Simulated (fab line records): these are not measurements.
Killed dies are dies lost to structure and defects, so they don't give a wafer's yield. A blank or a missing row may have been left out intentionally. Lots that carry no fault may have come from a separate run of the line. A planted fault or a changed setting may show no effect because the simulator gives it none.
What tool caused it? :: flow sky130 :: 11 lots, 33 wafers sampled, at 1 step of a route of 708

## WHAT THE GAUGES READ, wafer by wafer
SKY_SD_N_OVL_MEAS_08.
lot: L297
measured: day 30 00:57
on: overlay-02
SD_N_OVL (nm): -3.8 -1.3 -1.5

lot: L301
measured: day 31 10:34
on: overlay-01
SD_N_OVL (nm): 0.0 2.1 -0.1

lot: L302
measured: day 31 18:47
on: overlay-01
SD_N_OVL (nm): -0.3 1.8 1.8

lot: L303
measured: day 32 02:53
on: overlay-01
SD_N_OVL (nm): 2.1 2.8 4.5

lot: L307
measured: day 33 07:00
on: overlay-01
SD_N_OVL (nm): -1.2 -2.1 0.6

lot: L308
measured: day 33 17:00
on: overlay-02
SD_N_OVL (nm): -1.0 -2.5 -0.2

lot: L311
measured: day 34 10:09
on: overlay-02
SD_N_OVL (nm): -0.2 -1.4 -1.1

lot: L312
measured: day 34 16:56
on: overlay-02
SD_N_OVL (nm): 2.5 -0.4 1.3

lot: L313
measured: day 34 19:45
on: overlay-02
SD_N_OVL (nm): 0.0 -0.9 1.6

lot: L314
measured: day 35 07:03
on: overlay-02
SD_N_OVL (nm): -0.3 -0.5 -1.0

lot: L315
measured: day 35 10:49
on: overlay-02
SD_N_OVL (nm): -1.6 -0.4 -0.7

## WHICH TOOL RAN EACH LOT (tool, then ch and the chambers of the sampled wafers, then the start)
The record holds no process step before these readings.

## THE ANSWER, worked out from the rows above alone
Rule: what is usual is taken from the lots themselves. Put in order of their means at a reading, lots are off if they are a third of the lots or fewer, leave a main group of 4 or more, and stand apart from it by a gap of 3 or more times the standard deviation of the main group's means; of several such gaps the widest counts. The tables above print the reading to a certain number of digits; a main group whose means all agree to those digits is not used. A lot without any number at a reading at which 4 lots or more have one is off too. Where the step has rows for the other lots, those lots are counted as sound.
Nothing can be told from this: no lot is off at any reading shown.

## WHAT HAD BEEN PUT IN BY THE SIMULATOR
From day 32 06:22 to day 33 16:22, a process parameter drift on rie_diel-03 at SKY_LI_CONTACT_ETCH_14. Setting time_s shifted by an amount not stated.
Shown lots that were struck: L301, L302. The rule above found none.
